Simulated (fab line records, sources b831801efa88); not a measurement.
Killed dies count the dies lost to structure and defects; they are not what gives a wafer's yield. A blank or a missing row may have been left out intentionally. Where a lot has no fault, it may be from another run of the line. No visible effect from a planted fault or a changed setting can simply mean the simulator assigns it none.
Check for tools in common | flow sky130 | Sampled: 11 lots, 33 wafers

WHAT PROMPTED THE OPENING
At SKY_LDD_N_TW_MEAS_17 the reading LDD_N_TW is flagged on 3 of 11 lots. Fault-free wafers read 2580, with a standard deviation of 14.
Rule: a lot gets a flag if all its wafers with a number sit over 4 standard deviations from that mean, or if no wafer of it has a number. The other lots count as sound.

lot  | measured     | on            | LDD_N_TW, wafer by wafer | flag
L913 | day 18 06:18 | film metro-04 | 2566 2552 2556           |
L917 | day 19 09:49 | film metro-02 | 2585 2590 2588           |
L918 | day 20 04:07 | film metro-02 | 2586 2586 2577           |
L920 | day 20 11:52 | film metro-04 | 2604 2604 2580           |
L919 | day 20 13:43 | film metro-03 | 2574 2575 2571           |
L926 | day 22 19:27 | film metro-03 | 2576 2560 2561           |
L927 | day 23 09:36 | film metro-03 | 2463 2469 2470           | FLAGGED
L928 | day 23 11:03 | film metro-03 | 2591 2594 2588           |
L929 | day 23 18:22 | film metro-04 | 2452 2442 2439           | FLAGGED
L930 | day 23 19:41 | film metro-04 | 2453 2446 2452           | FLAGGED
L931 | day 24 02:37 | film metro-04 | 2571 2560 2573           |
Average over the flagged lots: 2454; offset from the usual -126, equal to -9 standard deviations.

WHICH TOOL RAN EACH LOT
The record holds 3 process steps before the reading, out of a route of 708 steps. Cell contents, in order: the tool; ch with the chambers the sampled wafers went through; the start.
lot  | flag    | SKY_PWDE_STRIP_09                   | SKY_LDD_N_IMPLANT_09            | SKY_LDD_N_STRIP_16
L913 |         | plasma asher-03 ch 0,1, day 4 04:12 | implanter-04 ch 0, day 18 05:09 | plasma asher-03 ch 0,1, day 18 06:12
L917 |         | plasma asher-01 ch 1, day 4 19:30   | implanter-03 ch 0, day 19 08:41 | plasma asher-04 ch 0,1, day 19 09:42
L918 |         | plasma asher-01 ch 0,1, day 5 05:06 | implanter-01 ch 0, day 20 02:58 | plasma asher-02 ch 0,1, day 20 04:00
L920 |         | plasma asher-01 ch 0,1, day 5 14:06 | implanter-04 ch 0, day 20 10:43 | plasma asher-03 ch 0,1, day 20 11:45
L919 |         | plasma asher-01 ch 0,1, day 5 14:02 | implanter-03 ch 0, day 20 12:36 | plasma asher-04 ch 0,1, day 20 13:38
L926 |         | plasma asher-04 ch 0,1, day 7 04:21 | implanter-03 ch 0, day 22 18:18 | plasma asher-03 ch 0,1, day 22 19:21
L927 | FLAGGED | plasma asher-04 ch 0, day 7 10:46   | implanter-04 ch 0, day 23 08:27 | plasma asher-02 ch 0,1, day 23 09:30
L928 |         | plasma asher-03 ch 0, day 7 11:51   | implanter-01 ch 0, day 23 09:54 | plasma asher-04 ch 0, day 23 10:57
L929 | FLAGGED | plasma asher-01 ch 0,1, day 7 14:20 | implanter-04 ch 0, day 23 17:15 | plasma asher-02 ch 0,1, day 23 18:17
L930 | FLAGGED | plasma asher-03 ch 0,1, day 7 18:29 | implanter-04 ch 0, day 23 18:35 | plasma asher-02 ch 0,1, day 23 19:35
L931 |         | plasma asher-03 ch 0,1, day 8 00:41 | implanter-01 ch 0, day 24 01:30 | plasma asher-03 ch 0,1, day 24 02:32
What is done by these steps:
- SKY_PWDE_STRIP_09: strips in O2/N2.
- SKY_LDD_N_IMPLANT_09
- SKY_LDD_N_STRIP_16: strips in O2/N2.
- SKY_LDD_N_TW_MEAS_17

FLAGGED OVER TOTAL, TOOL BY TOOL (the gauges that took the reading come last)
step                 | tool            | lots run | flagged | share of the flagged lots | sound lots run after its first flagged lot
SKY_PWDE_STRIP_09    | plasma asher-01 | 5        | 1       | some                      | 0
SKY_PWDE_STRIP_09    | plasma asher-03 | 4        | 1       | some                      | 1 (L931)
SKY_PWDE_STRIP_09    | plasma asher-04 | 2        | 1       | some                      | 0
SKY_LDD_N_IMPLANT_09 | implanter-01    | 3        | 0       | none                      | -
SKY_LDD_N_IMPLANT_09 | implanter-03    | 3        | 0       | none                      | -
SKY_LDD_N_IMPLANT_09 | implanter-04    | 5        | 3       | all                       | 0
SKY_LDD_N_STRIP_16   | plasma asher-02 | 4        | 3       | all                       | 0
SKY_LDD_N_STRIP_16   | plasma asher-03 | 4        | 0       | none                      | -
SKY_LDD_N_STRIP_16   | plasma asher-04 | 3        | 0       | none                      | -
SKY_LDD_N_TW_MEAS_17 | film metro-02   | 2        | 0       | none                      | -
SKY_LDD_N_TW_MEAS_17 | film metro-03   | 4        | 1       | some                      | 1 (L928)
SKY_LDD_N_TW_MEAS_17 | film metro-04   | 5        | 2       | some                      | 1 (L931)

WHAT THE TABLE PERMITS
implanter-04 at SKY_LDD_N_IMPLANT_09 and plasma asher-02 at SKY_LDD_N_STRIP_16 are the 2 rows of the table that ran each flagged lot.
- implanter-04 at SKY_LDD_N_IMPLANT_09: 3 of its 5 lots flagged. It ran its last sound lot, L920, at day 20 10:43 and its first flagged lot, L927, at day 23 08:27: a fault with its onset between the two fits. Its own readings (dose ions cm2, faraday current uA) fall more than 4 standard deviations out on all wafers of the flagged lots.
- plasma asher-02 at SKY_LDD_N_STRIP_16: 3 of its 4 lots flagged. It ran its last sound lot, L918, at day 20 04:00 and its first flagged lot, L927, at day 23 09:30: a fault with its onset between the two fits. Its own readings (strip time to endpoint s) fall more than 4 standard deviations out on all wafers of the flagged lots.
Counting lots can't tell these 2 tools apart, because each fits a fault that began at some hour. More lots, or a look at what each step does to the wafer, might.

WHAT HAD BEEN PUT IN BY THE SIMULATOR
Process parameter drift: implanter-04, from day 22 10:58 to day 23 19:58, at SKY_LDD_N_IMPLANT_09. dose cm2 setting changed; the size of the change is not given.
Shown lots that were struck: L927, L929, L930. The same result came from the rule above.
